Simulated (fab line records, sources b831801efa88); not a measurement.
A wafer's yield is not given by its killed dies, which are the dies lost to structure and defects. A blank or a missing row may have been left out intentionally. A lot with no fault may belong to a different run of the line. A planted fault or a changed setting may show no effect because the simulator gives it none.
Split-lot experiment -- flow gf180mcu -- 23 wafers read from 5 lots, route of 602 steps

== THE SPLIT ==
At GF_SALICIDE_SPUTTER_03 (material TiN, target thk 20 nm, time 16.7 s), the setting time_s was moved away from the recipe's 16.7 s on 4 of the 23 wafers read, by +11.8% to +13.5%. For the rest of the wafers, this setting stayed at what the recipe calls for.

Between the split and the reading, the file records no step.

== THE READING ==
SALICIDE_TIN_THK, in nm, at GF_SALICIDE_THK_MEAS_05 (measures by xrf). Typical for fault-free wafers on this fab line: 19.90 nm, with standard deviation 0.25 nm.

wafer,"tool, chamber at the split","time_s as run, s",against the recipe,"SALICIDE_TIN_THK, nm",against lot-mates on the recipe
L074.1,"pvd_sputter-03, -",16.7,recipe,19.96,-
L074.2,"pvd_sputter-03, -",16.7,recipe,19.75,-
L074.3,"pvd_sputter-03, -",16.7,recipe,19.61,-
L074.5,"pvd_sputter-03, -",16.7,recipe,20.00,-
L074.6,"pvd_sputter-03, -",16.7,recipe,19.70,-
L075.2,"pvd_sputter-04, -",16.7,recipe,19.64,-
L075.4,"pvd_sputter-04, -",16.7,recipe,19.90,-
L075.5,"pvd_sputter-04, -",16.7,recipe,19.88,-
L082.2,"pvd_sputter-04, -",16.7,recipe,19.91,-
L082.3,"pvd_sputter-04, -",16.7,recipe,19.73,-
L082.4,"pvd_sputter-04, -",16.7,recipe,19.81,-
L082.5,"pvd_sputter-04, -",16.7,recipe,19.92,-
L082.6,"pvd_sputter-04, -",16.7,recipe,19.68,-
L083.1,"pvd_sputter-04, -",18.96,+13.5%,22.66,+2.75
L083.2,"pvd_sputter-04, -",16.7,recipe,19.81,-
L083.3,"pvd_sputter-04, -",18.96,+13.5%,22.66,+2.75
L083.4,"pvd_sputter-04, -",16.7,recipe,19.70,-
L083.5,"pvd_sputter-04, -",16.7,recipe,20.22,-
L085.1,"pvd_sputter-03, -",16.7,recipe,20.08,-
L085.2,"pvd_sputter-03, -",18.67,+11.8%,22.51,+2.46
L085.3,"pvd_sputter-03, -",16.7,recipe,20.15,-
L085.5,"pvd_sputter-03, -",18.67,+11.8%,22.59,+2.54
L085.6,"pvd_sputter-03, -",16.7,recipe,19.92,-

THE FIT
A straight line over all 23 wafers: SALICIDE_TIN_THK changes by +0.216 nm for each +1% of time_s; r = +0.99; the points scatter about the line by 0.17 nm.
The same after taking each lot's own level away (the mean of its wafers on the recipe; 23 wafers): +0.207 nm for each +1%; r = +0.99; scatter 0.14 nm.
That fit puts the effect of the largest move of time_s on the reading at 2.8 nm.
The span of the lots' own levels, 19.804 to 20.050 nm, comes to 1.0 times the standard deviation stated above.
The two slopes are in agreement: the lot-to-lot level therefore moves the slope only a little.
Check: with one of the wafers moved furthest among these (+13.5%) left out of the fit, the line predicts +2.82 nm for it against its lot-mates. Against them it came out at +2.75 nm.

== ADDITIONAL SPLITS CARRIED BY THESE WAFERS ==
These wafers also went through other splits before the reading. Each is held against what the fit with the lots' levels taken away leaves over:
other split on the same wafers,wafers away from the commonest value,r with SALICIDE_TIN_THK (lot level and that fit taken away)
GF_PSD_IMPLANT_09 energy_kev,6,-0.25
GF_SAB_CVD_00 time_s,5,-0.04
GF_SAB_DEVELOP_08 develop_time_s,5,-0.09

== THE WHOLE CHAIN: every reading that the file lists as answering this split, in the file's order ==
step,what it does,reading,change (the file's fit),r (the file's)
GF_SALICIDE_SPUTTER_03,"material TiN, target thk 20 nm, time 16.7 s","TiN_of_SALICIDE_SPUTTER_03.thk_nm (the simulator's own value, which no gauge read)",+0.207 nm for each +1% of the setting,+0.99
GF_SALICIDE_THK_MEAS_05,measures by xrf,SALICIDE_TIN_THK,+0.207 for each +1% of the setting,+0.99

== FILE'S OWN FIT ==
SALICIDE_TIN_THK changes by +0.207 nm for each +1% of time_s, r = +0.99.
